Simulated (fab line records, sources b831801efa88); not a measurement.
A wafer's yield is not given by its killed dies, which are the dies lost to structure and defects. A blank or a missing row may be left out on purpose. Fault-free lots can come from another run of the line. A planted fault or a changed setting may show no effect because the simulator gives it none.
A lot that was struck, set against a sound lot / flow gf180mcu / 16 steps out of a route of 602
Sound: these wafers, L439.1, L439.2, L439.5. Wafers struck: L441.1, L441.2, L441.4. Last of all comes the cause.
At each step with rows: each side's tool, then ch and its chambers, then its first start. Under that, the readings that differ: sound wafers / struck wafers / difference of the means / sigmas: that difference in standard deviations of wafers without a fault.
alike: same words and numbers on both sides, and readings whose means sit less than 2 such deviations apart. not compared: any withheld reading, any reading some wafer has no value for, any bound like >300 that may hide the same value, and any number with overlapping values for which the record gives no deviation.
The two part at a step that has a row with sigmas, a row that says differs or no value, or rows on one side only. Numbers that don't overlap but have no deviation are shown without sigmas and don't part them. A reading that every wafer of one side lacks parts them only if that side has two wafers or more.

GF_POLY_GATE_ETCH_13: etches poly-Si in HBr/Cl2, stops on SiO2, target depth 198.5 nm, time 69.6 s.
  sound on rie_si-02 ch 0,3, day 9 13:23; struck on rie_si-02 ch 0,1,3, day 10 05:53
  alike: chamber_pressure_mTorr, drypump_motor_current_A, oes_product_au, throttle_valve_pct
  not compared: rf_hours_counter_h
GF_POLY_GATE_STRIP_14: strips in O2/N2.
  sound on plasma_asher-01 ch 0,1, day 9 13:26; struck on plasma_asher-02 ch 0,1, day 10 05:56
  alike: chamber_pressure_mTorr, drypump_motor_current_A, heater_power_w, oes_product_au
  not compared: rf_hours_counter_h
then, 2 steps without rows for these wafers: GF_POLY_GATE_CLEAN_15 (cleans in SC1/SC2, time 150 s); GF_POLY_GATE_OXIDATION_16 (stabilise 600 s, purge 300 s, target thk 4 nm).
GF_POLY_GATE_THK_MEAS_17:
  struck on film_metro-02, day 10 10:40; sound on film_metro-02, day 9 14:50
  alike: POLY_GATE_OXIDATION_THK
GF_POLY_GATE_CD_MEAS_18:
  struck on cd_sem-01, day 10 10:43; sound on cd_sem-02, day 9 14:54
  alike: cd_nm
then, 6 steps without rows for these wafers: GF_HV_LDD_DEHYDRATE_00 (time 60 s); GF_HV_LDD_HMDS_01 (prime time 60 s); GF_HV_LDD_COAT_02 (resist thk 1000 nm); GF_HV_LDD_SOFTBAKE_03 (time 60 s); GF_HV_LDD_EXPOSE_04 (exposes mask Nplus LV AREA, target cd 400 nm); GF_HV_LDD_PEB_05.
GF_HV_LDD_DEVELOP_06: develop time 60 s.
  sound on litho_track-02 ch 0, day 10 08:26; struck on litho_track-03 ch 0, day 11 04:08
reading=developer_temp_C (C); sound=22.97 22.97 22.94; struck=20.89 20.71 20.68; difference=-2.20; sigmas=-22
GF_HV_LDD_CD_MEAS_07: the cd target is 400 nm.
  struck on cd_sem-02, day 11 04:17; sound on cd_sem-01, day 10 08:38
reading=cd_nm (nm); sound=404.8 403.3 403.5; struck=411.8 413.5 412.5; difference=+8.7; sigmas=+4
GF_HV_LDD_OVL_MEAS_08:
  struck on overlay-02, day 11 04:24; sound on overlay-01, day 10 08:45
  alike: HV_LDD_OVL
GF_PASSIVATION_PROBE_99:
  rows exist in the record for the sound wafers here (prober-01, day 29 09:14), none for the struck ones

== WHERE THEY PART ==
Earliest at GF_HV_LDD_DEVELOP_06; latest, in this record, at GF_PASSIVATION_PROBE_99.

WHY: the cause the simulator had injected
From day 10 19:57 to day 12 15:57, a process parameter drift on litho_track-03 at GF_HV_LDD_DEVELOP_06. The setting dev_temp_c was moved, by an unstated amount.
